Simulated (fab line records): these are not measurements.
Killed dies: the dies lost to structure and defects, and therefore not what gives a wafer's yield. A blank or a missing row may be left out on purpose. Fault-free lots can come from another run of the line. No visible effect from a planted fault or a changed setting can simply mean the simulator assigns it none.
One fault through the eyes of 2 desks + flow sky130 + every desk sees just its own numbers, and what lay behind them comes last

AT THE METROLOGY DESK
What the gauges read, lot by lot, whatever tool the lot ran on: means of the sampled wafers that have a number. A lot is out of limits, marked OUT, if its mean lies more than 4 standard deviations from the usual mean; the brackets give that distance.
Columns: A = cd-nm at SKY_CONTACT_CD_MEAS_14, usual 169.8 nm
| lot  | first seen here | A     |
|------|-----------------|-------|
| L192 | day 32 13:49    | 168.2 |
| L193 | day 33 03:08    | 170.1 |
| L194 | day 33 09:01    | 171.1 |
| L198 | day 34 09:18    | 168.5 |
| L199 | day 34 21:52    | 168.9 |
| L200 | day 35 08:46    | 169.3 |
| L202 | day 35 19:31    | 173.9 |
| L203 | day 36 01:59    | 171.5 |
| L204 | day 36 11:51    | 170.4 |
| L205 | day 36 21:18    | 167.3 |
| L209 | day 37 20:14    | 170.7 |
| L212 | day 38 22:49    | 168.5 |
| L213 | day 39 11:04    | 170.0 |
This desk's finding: nothing out of limits on any of the 13 lots.

DESK OF THE TOOL OWNER: rie-diel-01
The tool's own readings at SKY_CONTACT_ETCH_17 (etches SiO2 in C4F8/O2/Ar, stops on Si3N4, target depth 340 nm): means of the sampled wafers that have a number, for each lot that ran on this tool. A lot is out of limits, marked OUT, if its mean lies more than 4 standard deviations from the usual mean; the brackets give that distance.
Columns: A = bias-w at SKY_CONTACT_ETCH_17, usual 1200 W; B = oes-product-au at SKY_CONTACT_ETCH_17, usual 0.893 a.u.
| lot  | first seen here | A              | B     |
|------|-----------------|----------------|-------|
| L193 | day 33 03:19    | 1198           | 0.893 |
| L199 | day 34 22:04    | 1199           | 0.888 |
| L200 | day 35 08:56    | 1199           | 0.887 |
| L202 | day 35 19:42    | 1306 (+31) OUT | 0.891 |
| L203 | day 36 02:09    | 1312 (+33) OUT | 0.891 |
| L212 | day 38 23:01    | 1205           | 0.889 |
This desk finds L202, L203 out of limits, L202 being first, at day 35 19:42 (bias-w at SKY_CONTACT_ETCH_17). Within limits: L193, L199, L200, L212.

BROUGHT TOGETHER
At day 35 19:42, on L202, L203, the tool owner's desk was in a position to raise an alarm.
The metrology desk saw nothing out of limits.
The metrology desk holds a record of L202, L203, inside its limits.
Every lot named ran SKY_CONTACT_ETCH_17 on rie-diel-01.

WHAT HAD BEEN PUT IN BY THE SIMULATOR
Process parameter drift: rie-diel-01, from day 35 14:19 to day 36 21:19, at SKY_CONTACT_ETCH_17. Setting bias-w, moved by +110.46, from 1200. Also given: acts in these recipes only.
Struck lots among those shown: L202, L203.
Time in hours from fault onset to the first out-of-limits reading at each desk: the tool owner's desk, 5.
